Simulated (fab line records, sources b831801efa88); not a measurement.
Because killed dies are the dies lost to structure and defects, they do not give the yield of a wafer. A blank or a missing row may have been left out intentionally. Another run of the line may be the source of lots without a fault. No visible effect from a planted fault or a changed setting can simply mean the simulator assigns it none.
What tool caused it?	flow gf180mcu	72 wafers from 24 lots sampled at 4 of the route's 602 steps

## WHAT THE GAUGES READ, wafer by wafer
GF_HV_LDD_OVL_MEAS_08.
lot	measured	on	HV_LDD_OVL (nm)
L074	day 9 19:21	overlay-01	-0.7 -0.4 0.3
L075	day 10 05:55	overlay-02	-3.9 -5.8 -2.4
L076	day 10 08:12	overlay-01	-0.7 -0.6 0.5
L077	day 10 21:31	overlay-01	-1.0 0.3 -1.7
L078	day 11 04:22	overlay-01	-1.2 -0.5 -0.5
L081	day 12 01:52	overlay-02	0.8 -1.0 -1.1
L079	day 12 02:31	overlay-02	-3.3 -2.0 -3.4
L080	day 12 02:49	overlay-02	0.6 0.5 -0.7
L082	day 12 10:34	overlay-02	-0.4 -0.8 -0.2
L083	day 12 23:24	overlay-02	-0.4 -0.1 0.9
L084	day 12 23:31	overlay-01	-0.8 -0.5 1.2
L085	day 13 11:34	overlay-02	1.9 0.6 1.6
L086	day 13 13:39	overlay-02	-1.9 -1.8 -2.4
L087	day 14 06:09	overlay-01	1.0 1.0 0.1
L088	day 14 12:52	overlay-02	-1.9 -1.7 -0.7
L089	day 15 02:17	overlay-01	-0.5 -0.8 -0.8
L090	day 15 06:24	overlay-01	-2.0 -3.0 -1.7
L091	day 15 14:28	overlay-02	1.4 0.6 0.6
L092	day 15 18:57	overlay-01	2.2 4.4 2.7
L093	day 16 02:37	overlay-01	-1.6 -0.8 -1.9
L094	day 16 03:56	overlay-02	-0.1 -3.2 -1.4
L095	day 16 18:55	overlay-01	0.3 -0.5 -0.3
L096	day 16 22:34	overlay-01	-3.0 -2.4 -0.1
L097	day 17 07:41	overlay-02	0.3 0.4 0.8

GF_M2_RS_MEAS_05: the measuring method here is four-point-probe.
lot	measured	on	M2_ALCU_RS (ohm/sq)
L074	day 17 21:39	film_metro-04	0.0692 0.0692 0.0686
L075	day 18 10:22	film_metro-02	0.0706 0.0705 0.0701
L076	day 18 12:12	film_metro-02	0.0704 0.0701 0.0697
L077	day 19 07:29	film_metro-04	0.0692 0.0697 0.0693
L078	day 19 14:31	film_metro-02	0.0689 0.0694 0.0690
L081	day 20 18:26	film_metro-04	0.0687 0.0682 0.0688
L079	day 20 19:51	film_metro-04	0.0678 0.0681 0.0679
L080	day 20 21:08	film_metro-03	0.0701 0.0702 0.0695
L082	day 21 05:08	film_metro-03	0.0696 0.0684 0.0694
L083	day 21 21:06	film_metro-02	0.0690 0.0701 0.0695
L084	day 21 21:44	film_metro-04	0.0687 0.0698 0.0701
L085	day 22 10:19	film_metro-03	0.0684 0.0690 0.0679
L086	day 22 14:01	film_metro-02	0.0708 0.0697 0.0706
L087	day 23 10:05	film_metro-03	0.0688 0.0691 0.0695
L088	day 23 16:59	film_metro-02	0.0691 0.0701 0.0688
L089	day 24 05:41	film_metro-03	0.0691 0.0699 0.0697
L090	day 24 18:41	film_metro-03	0.0703 0.0702 0.0707
L091	day 24 17:52	film_metro-03	0.0693 0.0692 0.0691
L092	day 24 23:21	film_metro-04	0.0696 0.0685 0.0689
L093	day 25 13:19	film_metro-03	0.0689 0.0686 0.0680
L094	day 25 13:25	film_metro-04	0.0685 0.0699 0.0698
L095	day 25 22:46	film_metro-02	0.0700 0.0704 0.0700
L096	day 26 00:55	film_metro-03	0.0690 0.0691 0.0692
L097	day 26 12:38	film_metro-02	0.0695 0.0700 0.0696

GF_M4_OVL_MEAS_15.
lot	measured	on	M4_OVL (nm)
L074	day 23 03:18	overlay-02	0 3 -1
L075	day 23 15:44	overlay-01	-3 3 6
L076	day 23 17:47	overlay-01	-11 -9 -1
L077	day 24 11:44	overlay-01	-1 2 -10
L078	day 24 17:13	overlay-01	0 0 -4
L081	day 25 17:07	overlay-01	-2 -11 -9
L079	day 25 18:09	overlay-01	-2 -4 -5
L080	day 25 18:22	overlay-01	1 -4 -1
L082	day 26 04:11	overlay-01	-6 -13 -9
L083	day 26 17:55	overlay-01	2 5 15
L084	day 26 18:37	overlay-01	-5 -3 -7
L085	day 27 08:11	overlay-01	6 7 5
L086	day 27 10:07	overlay-01	6 4 7
L087	day 28 06:08	overlay-01	2 5 4
L088	day 28 10:05	overlay-01	1 -2 6
L089	day 28 18:49	overlay-01	-1 2 -4
L090	day 29 08:31	overlay-01	-6 -3 -4
L091	day 29 07:05	overlay-01	0 -9 -4
L092	day 29 10:10	overlay-01	2 0 5
L093	day 30 00:08	overlay-01	-2 3 2
L094	day 30 01:20	overlay-01	2 13 2
L095	day 30 07:50	overlay-01	-9 -7 -8
L096	day 30 09:01	overlay-01	-8 -8 -8
L097	day 30 20:50	overlay-01	-2 -1 3

## TOOL THAT RAN EACH LOT (tool first, then ch and the chambers of the sampled wafers, then the start)
lot	GF_V3_ETCH_16
L074	rie_diel-01 ch 0,2, day 22 02:49
L075	rie_diel-01 ch 0,2,3, day 22 15:18
L076	rie_diel-03 ch 0,2,3, day 22 17:30
L077	rie_diel-01 ch 1,2, day 23 11:06
L078	rie_diel-01 ch 1,3, day 23 17:15
L081	rie_diel-04 ch 1,2, day 24 18:48
L079	rie_diel-01 ch 1,3, day 24 19:55
L080	rie_diel-04 ch 1,2, day 24 20:22
L082	rie_diel-03 ch 2,3, day 25 05:52
L083	rie_diel-03 ch 0,1,3, day 25 18:32
L084	rie_diel-03 ch 0,3, day 25 19:09
L085	rie_diel-03 ch 0,1,2, day 26 09:39
L086	rie_diel-04 ch 1,3, day 26 12:09
L087	rie_diel-01 ch 0,1, day 27 08:48
L088	rie_diel-04 ch 0,1, day 27 11:54
L089	rie_diel-04 ch 0,1, day 27 22:03
L090	rie_diel-03 ch 0,1,2, day 28 11:32
L091	rie_diel-03 ch 0,1,2, day 28 10:28
L092	rie_diel-04 ch 1,2,3, day 28 13:19
L093	rie_diel-03 ch 0,1, day 29 03:30
L094	rie_diel-01 ch 1,3, day 29 04:27
L095	rie_diel-04 ch 0,2,3, day 29 11:42
L096	rie_diel-01 ch 0,2,3, day 29 12:31
L097	rie_diel-01 ch 0,2, day 30 01:00
- GF_V3_ETCH_16: etches BARC in N2/H2.

## WHAT THE TOOLS THEMSELVES READ (means of the sampled wafers that have a number; where no wafer has one, the mark that the record gives instead)
GF_V3_ETCH_16.
lot	tool	bias_w (W)	drypump_motor_current_A (A)	oes_product_au (a.u.)	throttle_valve_pct (%)
L074	rie_diel-01	99.9	5.2	0.857	13.223
L075	rie_diel-01	100.0	5.5	0.852	13.219
L076	rie_diel-03	99.9	6.0	0.858	13.216
L077	rie_diel-01	99.8	5.9	0.859	13.231
L078	rie_diel-01	100.2	6.0	0.853	13.223
L081	rie_diel-04	99.9	6.0	0.854	13.234
L079	rie_diel-01	99.7	6.0	0.858	13.224
L080	rie_diel-04	100.0	6.0	0.856	13.227
L082	rie_diel-03	99.8	5.8	0.852	13.232
L083	rie_diel-03	99.6	6.1	0.853	13.234
L084	rie_diel-03	100.4	6.1	0.855	13.224
L085	rie_diel-03	100.0	6.1	0.852	13.224
L086	rie_diel-04	100.0	5.6	0.858	13.225
L087	rie_diel-01	100.2	5.8	0.853	13.232
L088	rie_diel-04	100.2	5.9	0.857	13.214
L089	rie_diel-04	100.3	5.8	0.850	13.227
L090	rie_diel-03	99.9	6.1	0.854	13.225
L091	rie_diel-03	100.1	6.1	0.854	13.224
L092	rie_diel-04	100.3	5.7	0.860	13.220
L093	rie_diel-03	100.0	6.2	0.854	13.223
L094	rie_diel-01	99.8	6.0	0.852	13.218
L095	rie_diel-04	100.0	5.6	0.851	13.239
L096	rie_diel-01	99.7	5.4	0.856	13.231
L097	rie_diel-01	100.0	5.2	0.850	13.226

## THE ANSWER, worked out from the rows above alone
Rule: usual is defined by the lots themselves. The widest of any qualifying gaps counts: lots, ordered by their means at a reading, are off when they make up no more than a third of the lots, leave a main group of 4 or more, and stand apart from it by 3 or more times the standard deviation of that group's means. If all means in a main group match to the digits the tables above print for the reading, that group is not used. A lot without any number at a reading at which 4 lots or more have one is off too. Where the step has rows for the other lots, those lots are counted as sound. The gauges are gone through in route order, then the tools' own readings, and for those a lot's mean is taken as printed above. The first step at which some lot is off is used, and at that step the reading that is off furthest; a lot without a number counts as furthest.
No lot is off at any reading shown: from this, nothing can be told.

## WHAT WAS PUT IN BY THE SIMULATOR
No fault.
